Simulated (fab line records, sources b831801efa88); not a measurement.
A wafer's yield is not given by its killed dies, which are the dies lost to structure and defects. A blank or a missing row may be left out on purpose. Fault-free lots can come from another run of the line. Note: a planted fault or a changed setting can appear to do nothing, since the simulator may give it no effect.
fab line records / flow sky130
record lots=6 wafers=18 lastDay=49
route steps=708 shown LDD_HVP@288 LDD_LDN@289 PAD_OPEN@708
lots that met no fault: from a run of the same line without faults
startH: hours from the record's opening day to when the first of the lot's shown wafers began / waitH: hours from the lot's prior step to this one / " the same as in the row above / L1.1+2: several wafers, shown together as one row / - no value, or no start given / * or withheld: withheld / < > ~ a bound
route shown NAME@n: names a module that has steps shown in the file, with the first one's number in the route / usual: mean/standard deviation of fault-free wafers / same: alike in all rows / chamber/n: place in a boat / sites: each site's reading / _std_site: standard deviation across them / _edge_site: outer sites' mean less inner sites' / radiusMm: how far each site lies from the wafer's centre / mask NAME#n: copy n / behind: the last tool/chamber to shape the wafer / hold: reason for holding the lot/hours on hold/outcome of the hold / device: the n, p or np transistor that did not switch / end of line: tests of these same wafers at the route's end / a step with no rows: only its recipe / killed: dies lost to structure and defects at the first sort, not the wafer's yield / map: a wafer's dies, x killed, . not, _ none there
set.NAME: the setting that was run; set.NAME@STEP: the one run at that earlier step / model.NAME: the simulator's own value behind a step, which no gauge read
lots seen at some steps along the route; tables by step, rows by wafer
services: the hour from which a tool's chamber was out of use, counted from the record's first day as startH (under 0 if before that day), plus the number of hours and why
## steps
# step SKY_LDD_HVP_TW_MEAS_10
# usual LDD_HVP_TW=457/4
lot.wafer=L446.1 tool=filmMetro-01 chamber=- startH=519.64 waitH=0.1 LDD_HVP_TW=456
lot.wafer=L446.3 tool=filmMetro-01 chamber=- startH=519.64 waitH=0.1 LDD_HVP_TW=455
lot.wafer=L446.5 tool=filmMetro-01 chamber=- startH=519.64 waitH=0.1 LDD_HVP_TW=456
lot.wafer=L447.2 tool=filmMetro-02 chamber=- startH=530.01 waitH=0.1 LDD_HVP_TW=455
lot.wafer=L447.3 tool=filmMetro-02 chamber=- startH=530.01 waitH=0.1 LDD_HVP_TW=455
lot.wafer=L447.4 tool=filmMetro-02 chamber=- startH=530.01 waitH=0.1 LDD_HVP_TW=456
lot.wafer=L456.1 tool=filmMetro-01 chamber=- startH=615.86 waitH=0.1 LDD_HVP_TW=456
lot.wafer=L456.3 tool=filmMetro-01 chamber=- startH=615.86 waitH=0.1 LDD_HVP_TW=455
lot.wafer=L456.6 tool=filmMetro-01 chamber=- startH=615.86 waitH=0.1 LDD_HVP_TW=457
lot.wafer=L458.1 tool=filmMetro-01 chamber=- startH=630.19 waitH=0.1 LDD_HVP_TW=455
lot.wafer=L458.5 tool=filmMetro-01 chamber=- startH=630.19 waitH=0.1 LDD_HVP_TW=452
lot.wafer=L458.6 tool=filmMetro-01 chamber=- startH=630.19 waitH=0.1 LDD_HVP_TW=455
lot.wafer=L461.2 tool=filmMetro-01 chamber=- startH=642.91 waitH=0.1 LDD_HVP_TW=454
lot.wafer=L461.5 tool=filmMetro-01 chamber=- startH=642.91 waitH=0.1 LDD_HVP_TW=456
lot.wafer=L461.6 tool=filmMetro-01 chamber=- startH=642.91 waitH=0.1 LDD_HVP_TW=456
lot.wafer=L463.2 tool=filmMetro-02 chamber=- startH=656.15 waitH=0.1 LDD_HVP_TW=455
lot.wafer=L463.3 tool=filmMetro-02 chamber=- startH=656.15 waitH=0.1 LDD_HVP_TW=452
lot.wafer=L463.5 tool=filmMetro-02 chamber=- startH=656.15 waitH=0.1 LDD_HVP_TW=454
# step SKY_LDD_LDN_DEHYDRATE_00
# recipe tempC=200 timeS=60
# step SKY_LDD_LDN_HMDS_01
# recipe primeTimeS=60 primeTempC=120
# step SKY_LDD_LDN_COAT_02
# recipe resist=NOVOLAK spinRpm=3000 resistThkNm=1140
# step SKY_LDD_LDN_SOFTBAKE_03
# recipe tempC=90 timeS=60 resist=NOVOLAK
# step SKY_LDD_LDN_EXPOSE_04
# recipe maskId=LDNTM na=0.6 sourceShape=conventional sigmaOuter=0.6 polarization=unpolarized targetCdNm=700 doseMj=140
# step SKY_LDD_LDN_PEB_05
# recipe tempC=withheld timeS=* resist=NOVOLAK
# step SKY_LDD_LDN_DEVELOP_06
# recipe resist=NOVOLAK developer=TMAH developTimeS=60 devTempC=23
# step SKY_LDD_LDN_OVL_MEAS_07
# usual LDD_LDN_OVL=0.2/1.2
lot.wafer=L446.1 tool=overlay-01 chamber=- startH=549.81 waitH=0.1 LDD_LDN_OVL[nm]=1.3
lot.wafer=L446.3 tool=overlay-01 chamber=- startH=549.81 waitH=0.1 LDD_LDN_OVL[nm]=-0.4
lot.wafer=L446.5 tool=overlay-01 chamber=- startH=549.81 waitH=0.1 LDD_LDN_OVL[nm]=0.3
lot.wafer=L447.2 tool=overlay-02 chamber=- startH=560.37 waitH=0.1 LDD_LDN_OVL[nm]=1.9
lot.wafer=L447.3 tool=overlay-02 chamber=- startH=560.37 waitH=0.1 LDD_LDN_OVL[nm]=0.0
lot.wafer=L447.4 tool=overlay-02 chamber=- startH=560.37 waitH=0.1 LDD_LDN_OVL[nm]=1.6
lot.wafer=L456.1 tool=overlay-01 chamber=- startH=645.07 waitH=0.1 LDD_LDN_OVL[nm]=1.1
lot.wafer=L456.3 tool=overlay-01 chamber=- startH=645.07 waitH=0.1 LDD_LDN_OVL[nm]=1.3
lot.wafer=L456.6 tool=overlay-01 chamber=- startH=645.07 waitH=0.1 LDD_LDN_OVL[nm]=1.4
lot.wafer=L458.1 tool=overlay-01 chamber=- startH=657.36 waitH=0.1 LDD_LDN_OVL[nm]=0.2
lot.wafer=L458.5 tool=overlay-01 chamber=- startH=657.36 waitH=0.1 LDD_LDN_OVL[nm]=1.1
lot.wafer=L458.6 tool=overlay-01 chamber=- startH=657.36 waitH=0.1 LDD_LDN_OVL[nm]=0.8
lot.wafer=L461.2 tool=overlay-01 chamber=- startH=669.26 waitH=0.1 LDD_LDN_OVL[nm]=-1.1
lot.wafer=L461.5 tool=overlay-01 chamber=- startH=669.26 waitH=0.1 LDD_LDN_OVL[nm]=0.4
lot.wafer=L461.6 tool=overlay-01 chamber=- startH=669.26 waitH=0.1 LDD_LDN_OVL[nm]=-1.5
lot.wafer=L463.2 tool=overlay-02 chamber=- startH=684.17 waitH=0.1 LDD_LDN_OVL[nm]=1.4
lot.wafer=L463.3 tool=overlay-02 chamber=- startH=684.17 waitH=0.1 LDD_LDN_OVL[nm]=0.1
lot.wafer=L463.5 tool=overlay-02 chamber=- startH=684.17 waitH=0.1 LDD_LDN_OVL[nm]=-0.7
# step SKY_LDD_LDN_IMPLANT_08
# recipe species=As energyKev=15 doseCm2=1.25e+13 tiltDeg=withheld rotationDeg=23
# step SKY_LDD_LDN_IMPLANT_09
# recipe species=As energyKev=15 doseCm2=1.25e+13 tiltDeg=withheld rotationDeg=113
# step SKY_LDD_LDN_IMPLANT_10
# recipe species=As energyKev=15 doseCm2=1.25e+13 tiltDeg=withheld rotationDeg=203
# step SKY_LDD_LDN_IMPLANT_11
# recipe species=As energyKev=15 doseCm2=1.25e+13 tiltDeg=withheld rotationDeg=293
# usual beamEnergyKeV=15.000/0.0052 beamOnS=9.99/0.19 faradayCurrentUA=70.5/1.3
lot.wafer=L446.1 tool=implanter-03 chamber=0 startH=550.29 waitH=0.1 beamEnergyKeV=15.000 beamOnS=9.84 faradayCurrentUA=71.7 model.implant.rpNm=13.25 model.implant.drpNm=5.933
lot.wafer=L446.3 tool=implanter-03 chamber=0 startH=550.29 waitH=0.1 beamEnergyKeV=14.998 beamOnS=10.16 faradayCurrentUA=69.3 model.implant.rpNm=13.25 model.implant.drpNm=5.933
lot.wafer=L446.5 tool=implanter-03 chamber=0 startH=550.29 waitH=0.1 beamEnergyKeV=14.999 beamOnS=9.85 faradayCurrentUA=71.5 model.implant.rpNm=13.25 model.implant.drpNm=5.933
lot.wafer=L447.2 tool=implanter-04 chamber=0 startH=560.88 waitH=0.1 beamEnergyKeV=15.001 beamOnS=10.02 faradayCurrentUA=70.7 model.implant.rpNm=13.03 model.implant.drpNm=5.933
lot.wafer=L447.3 tool=implanter-04 chamber=0 startH=560.88 waitH=0.1 beamEnergyKeV=14.997 beamOnS=9.77 faradayCurrentUA=72.5 model.implant.rpNm=13.03 model.implant.drpNm=5.933
lot.wafer=L447.4 tool=implanter-04 chamber=0 startH=560.88 waitH=0.1 beamEnergyKeV=15.001 beamOnS=9.95 faradayCurrentUA=70.4 model.implant.rpNm=13.03 model.implant.drpNm=5.933
lot.wafer=L456.1 tool=implanter-03 chamber=0 startH=645.55 waitH=0.1 beamEnergyKeV=16.470 beamOnS=9.86 faradayCurrentUA=71.4 model.implant.rpNm=13.82 model.implant.drpNm=6.317
lot.wafer=L456.3 tool=implanter-03 chamber=0 startH=645.55 waitH=0.1 beamEnergyKeV=16.468 beamOnS=9.66 faradayCurrentUA=72.9 model.implant.rpNm=13.82 model.implant.drpNm=6.317
lot.wafer=L456.6 tool=implanter-03 chamber=0 startH=645.55 waitH=0.1 beamEnergyKeV=16.471 beamOnS=10.07 faradayCurrentUA=70.0 model.implant.rpNm=13.82 model.implant.drpNm=6.317
lot.wafer=L458.1 tool=implanter-03 chamber=0 startH=657.84 waitH=0.1 beamEnergyKeV=16.466 beamOnS=9.76 faradayCurrentUA=72.0 model.implant.rpNm=13.7 model.implant.drpNm=6.317
lot.wafer=L458.5 tool=implanter-03 chamber=0 startH=657.84 waitH=0.1 beamEnergyKeV=16.471 beamOnS=9.99 faradayCurrentUA=70.5 model.implant.rpNm=13.7 model.implant.drpNm=6.317
lot.wafer=L458.6 tool=implanter-03 chamber=0 startH=657.84 waitH=0.1 beamEnergyKeV=16.465 beamOnS=10.13 faradayCurrentUA=69.8 model.implant.rpNm=13.7 model.implant.drpNm=6.317
lot.wafer=L461.2 tool=implanter-01 chamber=0 startH=669.77 waitH=0.1 beamEnergyKeV=14.995 beamOnS=10.34 faradayCurrentUA=68.4 model.implant.rpNm=13.02 model.implant.drpNm=5.933
lot.wafer=L461.5 tool=implanter-01 chamber=0 startH=669.77 waitH=0.1 beamEnergyKeV=14.993 beamOnS=9.94 faradayCurrentUA=70.9 model.implant.rpNm=13.02 model.implant.drpNm=5.933
lot.wafer=L461.6 tool=implanter-01 chamber=0 startH=669.77 waitH=0.1 beamEnergyKeV=14.992 beamOnS=10.24 faradayCurrentUA=68.7 model.implant.rpNm=13.02 model.implant.drpNm=5.933
lot.wafer=L463.2 tool=implanter-04 chamber=0 startH=684.67 waitH=0.1 beamEnergyKeV=15.001 beamOnS=10.04 faradayCurrentUA=70.3 model.implant.rpNm=12.36 model.implant.drpNm=5.933
lot.wafer=L463.3 tool=implanter-04 chamber=0 startH=684.67 waitH=0.1 beamEnergyKeV=14.998 beamOnS=9.96 faradayCurrentUA=70.7 model.implant.rpNm=12.36 model.implant.drpNm=5.933
lot.wafer=L463.5 tool=implanter-04 chamber=0 startH=684.67 waitH=0.1 beamEnergyKeV=15.003 beamOnS=10.30 faradayCurrentUA=68.3 model.implant.rpNm=12.36 model.implant.drpNm=5.933
# step SKY_LDD_LDN_STRIP_12
# recipe chemistry=O2/N2 powerW=1400 pressureMtorr=1500 platenTempC=withheld o2FlowSccm=3000 n2FlowSccm=300 overashFraction=0.5
# usual drypumpMotorCurrentA=5.8/0.38 oesProductAu=0.715/0.0046 stripTimeToEndpointS=14.18/0.045
lot.wafer=L446.1 tool=plasmaAsher-01 chamber=0 startH=550.44 waitH=0.1 drypumpMotorCurrentA=6.1 oesProductAu=0.717 rfHoursCounterH=73 stripTimeToEndpointS=14.13
lot.wafer=L446.3 tool=plasmaAsher-01 chamber=1 startH=550.44 waitH=0.1 drypumpMotorCurrentA=5.3 oesProductAu=0.710 rfHoursCounterH=- stripTimeToEndpointS=14.13
lot.wafer=L446.5 tool=plasmaAsher-01 chamber=0 startH=550.44 waitH=0.1 drypumpMotorCurrentA=6.1 oesProductAu=0.717 rfHoursCounterH=- stripTimeToEndpointS=14.14
lot.wafer=L447.2 tool=plasmaAsher-01 chamber=1 startH=561.00 waitH=0.1 drypumpMotorCurrentA=5.2 oesProductAu=0.719 rfHoursCounterH=74 stripTimeToEndpointS=14.19
lot.wafer=L447.3 tool=plasmaAsher-01 chamber=0 startH=561.00 waitH=0.1 drypumpMotorCurrentA=6.1 oesProductAu=0.712 rfHoursCounterH=- stripTimeToEndpointS=14.12
lot.wafer=L447.4 tool=plasmaAsher-01 chamber=1 startH=561.00 waitH=0.1 drypumpMotorCurrentA=5.2 oesProductAu=0.713 rfHoursCounterH=- stripTimeToEndpointS=14.19
lot.wafer=L456.1 tool=plasmaAsher-03 chamber=1 startH=645.70 waitH=0.1 drypumpMotorCurrentA=6.3 oesProductAu=0.712 rfHoursCounterH=55 stripTimeToEndpointS=14.23
lot.wafer=L456.3 tool=plasmaAsher-03 chamber=0 startH=645.70 waitH=0.1 drypumpMotorCurrentA=5.2 oesProductAu=0.708 rfHoursCounterH=- stripTimeToEndpointS=14.18
lot.wafer=L456.6 tool=plasmaAsher-03 chamber=0 startH=645.70 waitH=0.1 drypumpMotorCurrentA=5.2 oesProductAu=0.717 rfHoursCounterH=- stripTimeToEndpointS=14.17
lot.wafer=L458.1 tool=plasmaAsher-04 chamber=1 startH=657.99 waitH=0.1 drypumpMotorCurrentA=5.7 oesProductAu=0.717 rfHoursCounterH=20 stripTimeToEndpointS=14.10
lot.wafer=L458.5 tool=plasmaAsher-04 chamber=1 startH=657.99 waitH=0.1 drypumpMotorCurrentA=5.7 oesProductAu=0.721 rfHoursCounterH=- stripTimeToEndpointS=14.14
lot.wafer=L458.6 tool=plasmaAsher-04 chamber=0 startH=657.99 waitH=0.1 drypumpMotorCurrentA=5.9 oesProductAu=0.711 rfHoursCounterH=- stripTimeToEndpointS=14.11
lot.wafer=L461.2 tool=plasmaAsher-04 chamber=1 startH=669.89 waitH=0.1 drypumpMotorCurrentA=5.7 oesProductAu=0.713 rfHoursCounterH=22 stripTimeToEndpointS=14.15
lot.wafer=L461.5 tool=plasmaAsher-04 chamber=0 startH=669.89 waitH=0.1 drypumpMotorCurrentA=5.9 oesProductAu=0.719 rfHoursCounterH=- stripTimeToEndpointS=14.16
lot.wafer=L461.6 tool=plasmaAsher-04 chamber=1 startH=669.89 waitH=0.1 drypumpMotorCurrentA=5.8 oesProductAu=0.713 rfHoursCounterH=- stripTimeToEndpointS=14.13
lot.wafer=L463.2 tool=plasmaAsher-01 chamber=1 startH=684.80 waitH=0.1 drypumpMotorCurrentA=5.2 oesProductAu=0.716 rfHoursCounterH=87 stripTimeToEndpointS=14.25
lot.wafer=L463.3 tool=plasmaAsher-01 chamber=1 startH=684.80 waitH=0.1 drypumpMotorCurrentA=5.2 oesProductAu=0.718 rfHoursCounterH=- stripTimeToEndpointS=14.23
lot.wafer=L463.5 tool=plasmaAsher-01 chamber=0 startH=684.80 waitH=0.1 drypumpMotorCurrentA=6.1 oesProductAu=0.727 rfHoursCounterH=- stripTimeToEndpointS=14.22
# step SKY_PAD_OPEN_PROBE_99
# usual killed_at_M0_to_M3=42/6.8 killed_at_M4_up=3.2/1.8 killedAtContacts=25/5.4 killedAtFrontEnd=15/4.5 killedAtOther=0.3/0.56 killedDies=85/9.7 killedOpen=46/7.1 killedShort=39/6.5
# same grossDies=492 killedAtBackSide=0
lot.wafer=L447.2 tool=prober-01 chamber=- startH=1098.83 waitH=0.1 killed_at_M0_to_M3=40 killed_at_M4_up=3 killedAtContacts=26 killedAtFrontEnd=7 killedAtOther=0 killedDies=76 killedOpen=44 killedShort=31
lot.wafer=L447.3 tool=prober-01 chamber=- startH=1098.88 waitH=0.2 killed_at_M0_to_M3=42 killed_at_M4_up=5 killedAtContacts=24 killedAtFrontEnd=13 killedAtOther=0 killedDies=84 killedOpen=37 killedShort=47
lot.wafer=L447.4 tool=prober-01 chamber=- startH=1098.93 waitH=0.2 killed_at_M0_to_M3=39 killed_at_M4_up=2 killedAtContacts=22 killedAtFrontEnd=17 killedAtOther=1 killedDies=81 killedOpen=43 killedShort=37
lot.wafer=L456.1 tool=prober-01 chamber=- startH=1168.16 waitH=0.1 killed_at_M0_to_M3=41 killed_at_M4_up=3 killedAtContacts=31 killedAtFrontEnd=21 killedAtOther=0 killedDies=96 killedOpen=48 killedShort=47
lot.wafer=L456.3 tool=prober-01 chamber=- startH=1168.26 waitH=0.2 killed_at_M0_to_M3=52 killed_at_M4_up=4 killedAtContacts=25 killedAtFrontEnd=20 killedAtOther=0 killedDies=101 killedOpen=56 killedShort=45
lot.wafer=L456.6 tool=prober-01 chamber=- startH=1168.41 waitH=0.2 killed_at_M0_to_M3=40 killed_at_M4_up=1 killedAtContacts=25 killedAtFrontEnd=27 killedAtOther=0 killedDies=93 killedOpen=55 killedShort=37
lot.wafer=L458.1 tool=prober-01 chamber=- startH=1170.98 waitH=0.1 killed_at_M0_to_M3=43 killed_at_M4_up=1 killedAtContacts=19 killedAtFrontEnd=11 killedAtOther=0 killedDies=74 killedOpen=43 killedShort=31
lot.wafer=L458.5 tool=prober-01 chamber=- startH=1171.18 waitH=0.2 killed_at_M0_to_M3=40 killed_at_M4_up=4 killedAtContacts=20 killedAtFrontEnd=21 killedAtOther=0 killedDies=85 killedOpen=49 killedShort=36
lot.wafer=L458.6 tool=prober-01 chamber=- startH=1171.23 waitH=0.2 killed_at_M0_to_M3=37 killed_at_M4_up=6 killedAtContacts=19 killedAtFrontEnd=15 killedAtOther=0 killedDies=77 killedOpen=40 killedShort=37
# killed by level:class
L447.2 VIA1:geometricParticle:open=11 LI_CONTACT:geometricParticle:open=9 CONTACT:geometricParticle:open=8 METAL2:geometricParticle:short=8 CONTACT:geometricParticle:short=6 VIA2:geometricParticle:open=5 VIA3:geometricParticle:open=5 METAL3:geometricParticle:short=3
L447.3 METAL2:geometricParticle:short=9 VIA1:geometricParticle:open=9 CONTACT:geometricParticle:open=8 LI_CONTACT:geometricParticle:open=6 METAL3:geometricParticle:short=5 POLY_GATE:geometricParticle:short=4 VIA3:geometricParticle:short=4 CONTACT:geometricParticle:short=4
L447.4 VIA1:geometricParticle:open=13 CONTACT:geometricParticle:open=10 FIELD_ISO:geometricParticle:short=6 VIA3:geometricParticle:short=5 CONTACT:geometricParticle:short=4 LI_CONTACT:geometricParticle:open=4 METAL1:geometricParticle:short=4 VIA1:geometricParticle:short=4
L456.1 METAL1:geometricParticle:short=10 VIA2:geometricParticle:open=9 CONTACT:geometricParticle:open=8 LI_CONTACT:geometricParticle:open=8 LI_CONTACT:geometricParticle:short=8 FIELD_ISO:geometricParticle:open=6 FIELD_ISO:geometricParticle:short=5 POLY_GATE:geometricParticle:open=5
L456.3 VIA1:geometricParticle:open=16 CONTACT:geometricParticle:open=8 METAL2:geometricParticle:short=8 VIA3:geometricParticle:open=6 VIA2:geometricParticle:open=6 LI_CONTACT:geometricParticle:short=5 LI_CONTACT:geometricParticle:open=5 METAL1:geometricParticle:short=5
L456.6 CONTACT:geometricParticle:open=10 VIA1:geometricParticle:open=10 VIA2:geometricParticle:open=10 POLY_GATE:geometricParticle:open=8 POLY_GATE:geometricParticle:short=6 METAL2:geometricParticle:short=6 FIELD_ISO:geometricParticle:open=5 LI_CONTACT:geometricParticle:open=5
L458.1 VIA1:geometricParticle:open=12 CONTACT:geometricParticle:open=6 VIA3:geometricParticle:open=6 CONTACT:geometricParticle:short=6 VIA2:geometricParticle:open=6 LI_CONTACT:geometricParticle:open=5 METAL1:geometricParticle:short=5 VIA1:geometricParticle:short=4
L458.5 VIA2:geometricParticle:open=11 POLY_GATE:geometricParticle:open=7 LI_CONTACT:geometricParticle:open=7 VIA1:geometricParticle:open=6 METAL1:geometricParticle:short=6 VIA3:geometricParticle:open=6 FIELD_ISO:geometricParticle:short=5 LOCAL_INTERCONNECT:geometricParticle:short=5
L458.6 VIA3:geometricParticle:open=8 CONTACT:geometricParticle:short=6 CONTACT:geometricParticle:open=6 VIA2:geometricParticle:open=6 POLY_GATE:geometricParticle:short=5 FIELD_ISO:geometricParticle:short=4 LI_CONTACT:geometricParticle:open=4 METAL4:geometricParticle:short=4
## services
tool=implanter-01 chamber=- startH=527.04 hours=5.8 kind=pm
tool=implanter-04 chamber=- startH=530.60 hours=0.6 kind=repair
tool=implanter-03 chamber=- startH=535.65 hours=5.3 kind=pm
tool=implanter-01 chamber=- startH=536.79 hours=6.6 kind=repair
tool=implanter-04 chamber=- startH=541.00 hours=16.7 kind=pm
tool=implanter-04 chamber=- startH=572.44 hours=2.6 kind=repair
tool=implanter-04 chamber=- startH=596.26 hours=6.4 kind=pm
tool=implanter-01 chamber=- startH=606.06 hours=1.5 kind=repair
tool=plasmaAsher-04 chamber=- startH=612.39 hours=9.5 kind=repair
tool=plasmaAsher-01 chamber=- startH=612.99 hours=1.9 kind=repair
tool=plasmaAsher-03 chamber=- startH=617.43 hours=2.5 kind=repair
tool=plasmaAsher-03 chamber=- startH=624.39 hours=2.8 kind=pm
## key
firstSign step=SKY_LDD_LDN_IMPLANT_11 reading=beamEnergyKeV direction=up sigmas=99+ usual=* struck=*
effect none on later readings
modelEffect step=SKY_LDD_LDN_IMPLANT_11 value=implant.rpNm without=12.88 struck=13.76
metAt SKY_LDD_LDN_IMPLANT_11
struckWafers L456.1,L456.3,L456.6,L458.1,L458.5,L458.6
testerLeftOut L456,L458
onsetBetween 550.29 645.55
fault kind=processParameterDrift tool=implanter-03 chamber=- onsetH=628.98 steps=SKY_LDD_LDN_IMPLANT_11 channel=energyKev offset=* shape=step endH=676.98 actsIn=* stated=*
# testerLeftOut: of these lots the tester's yield and bins aren't shown, on N5 and GAA mostly nor the transistor test; their killed dies are dies lost to structure and defects alone, not to doping, threshold or leakage, so they don't give the yield
